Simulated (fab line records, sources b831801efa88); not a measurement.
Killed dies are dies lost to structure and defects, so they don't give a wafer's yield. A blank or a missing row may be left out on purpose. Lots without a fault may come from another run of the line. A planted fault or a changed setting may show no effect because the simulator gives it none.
Which tool did it? | flow sky130 | 13 lots, 39 wafers sampled, at 4 steps of a route of 708

WHAT THE GAUGES READ, wafer by wafer
SKY_NWELL_THK_MEAS_02.
lot  | measured    | on            | NWELL_OXIDATION_THK (nm)
L352 | day 2 11:05 | film_metro-02 | 9.80 9.69 9.83
L353 | day 2 16:44 | film_metro-01 | 10.31 10.15 10.17
L354 | day 3 00:50 | film_metro-03 | 9.91 9.97 10.22
L357 | day 3 13:39 | film_metro-01 | 9.83 9.93 9.79
L358 | day 3 22:25 | film_metro-03 | 9.95 9.94 9.96
L359 | day 4 05:21 | film_metro-01 | 10.00 10.05 10.09
L360 | day 4 08:11 | film_metro-03 | 10.12 10.06 9.93
L363 | day 4 21:32 | film_metro-01 | 10.11 9.86 10.00
L371 | day 6 13:10 | film_metro-03 | 9.75 9.60 9.69
L372 | day 6 18:50 | film_metro-01 | 9.72 9.72 9.66
L373 | day 7 00:32 | film_metro-01 | 10.09 10.12 10.12
L374 | day 7 07:02 | film_metro-01 | 9.75 9.56 9.80
L375 | day 7 12:26 | film_metro-03 | 10.16 10.14 10.03

SKY_LDD_N_OVL_MEAS_07.
lot  | measured     | on         | LDD_N_OVL (nm)
L352 | day 17 13:18 | overlay-01 | 0.3 -0.1 -1.5
L353 | day 17 21:13 | overlay-02 | 0.9 -1.3 -0.9
L354 | day 18 15:58 | overlay-01 | -1.2 -0.5 -0.1
L357 | day 19 14:04 | overlay-01 | -2.3 0.2 -1.3
L358 | day 20 07:55 | overlay-02 | 1.1 1.1 -0.2
L359 | day 20 19:03 | overlay-02 | 1.4 1.1 1.2
L360 | day 20 20:04 | overlay-02 | 0.7 0.5 0.5
L363 | day 21 22:55 | overlay-01 | 1.7 2.2 1.9
L371 | day 24 14:43 | overlay-01 | 2.2 1.3 0.4
L372 | day 25 01:10 | overlay-01 | 2.4 0.3 2.1
L373 | day 25 08:13 | overlay-02 | -0.4 -0.7 0.6
L374 | day 25 15:16 | overlay-02 | 0.7 1.6 -0.1
L375 | day 25 19:42 | overlay-01 | -1.5 -0.2 -0.2

SKY_LDD_LDN_OVL_MEAS_07.
lot  | measured     | on         | LDD_LDN_OVL (nm)
L352 | day 22 16:51 | overlay-01 | 0.5 -0.6 1.0
L353 | day 22 23:43 | overlay-01 | -0.6 -1.8 0.1
L354 | day 23 19:31 | overlay-02 | -1.4 0.1 -0.9
L357 | day 24 16:39 | overlay-02 | 2.1 0.4 2.3
L358 | day 25 09:25 | overlay-02 | 2.1 2.2 3.7
L359 | day 25 21:51 | overlay-02 | 3.5 1.8 3.5
L360 | day 25 22:10 | overlay-02 | 0.1 0.0 -0.3
L363 | day 26 22:04 | overlay-02 | 0.7 -1.9 -1.9
L371 | day 29 09:58 | overlay-02 | 0.1 0.4 0.3
L372 | day 29 19:37 | overlay-02 | -0.3 0.8 1.8
L373 | day 30 01:45 | overlay-01 | 2.4 1.5 3.3
L374 | day 30 10:43 | overlay-01 | 0.7 1.0 0.1
L375 | day 30 13:34 | overlay-01 | 1.3 0.7 -0.7

WHICH TOOL RAN EACH LOT (tool, then ch and the chambers of the sampled wafers, then the start)
lot  | SKY_PWDE_EXPOSE_04
L352 | iline_stepper-02 ch 0, day 3 10:00
L353 | iline_stepper-02 ch 0, day 3 15:46
L354 | iline_stepper-02 ch 0, day 4 00:05
L357 | iline_stepper-02 ch 0, day 4 15:02
L358 | iline_stepper-01 ch 0, day 4 23:34
L359 | iline_stepper-02 ch 0, day 5 05:59
L360 | iline_stepper-02 ch 0, day 5 09:21
L363 | iline_stepper-02 ch 0, day 6 00:49
L371 | iline_stepper-02 ch 0, day 7 18:29
L372 | iline_stepper-02 ch 0, day 7 23:54
L373 | iline_stepper-02 ch 0, day 8 07:00
L374 | iline_stepper-02 ch 0, day 8 12:53
L375 | iline_stepper-02 ch 0, day 8 18:48
- SKY_PWDE_EXPOSE_04: exposes mask PWDEM, target cd 840 nm.

WHAT THE TOOLS THEMSELVES READ (means of the sampled wafers that have a number; where no wafer has one, the mark that the record gives instead)
The record holds no such reading with a usual standard deviation.

THE ANSWER, worked out from the rows above alone
Rule: what is usual is taken from the lots themselves. Put in order of their means at a reading, lots are off if they are a third of the lots or fewer, leave a main group of 4 or more, and stand apart from it by a gap of 3 or more times the standard deviation of the main group's means; of several such gaps the widest counts. A main group whose means are all the same, to the digits that the tables above print for the reading, isn't used. A lot without any number at a reading at which 4 lots or more have one is off too. The other lots that the step has rows for count as sound. The gauges are gone through in route order, then the tools' own readings, and for those a lot's mean is taken as printed above. The first step at which some lot is off is used, and at that step the reading that is off furthest; a lot without a number counts as furthest.
No lot is off at any reading shown: from this, nothing can be told.

WHAT THE SIMULATOR HAD PUT IN
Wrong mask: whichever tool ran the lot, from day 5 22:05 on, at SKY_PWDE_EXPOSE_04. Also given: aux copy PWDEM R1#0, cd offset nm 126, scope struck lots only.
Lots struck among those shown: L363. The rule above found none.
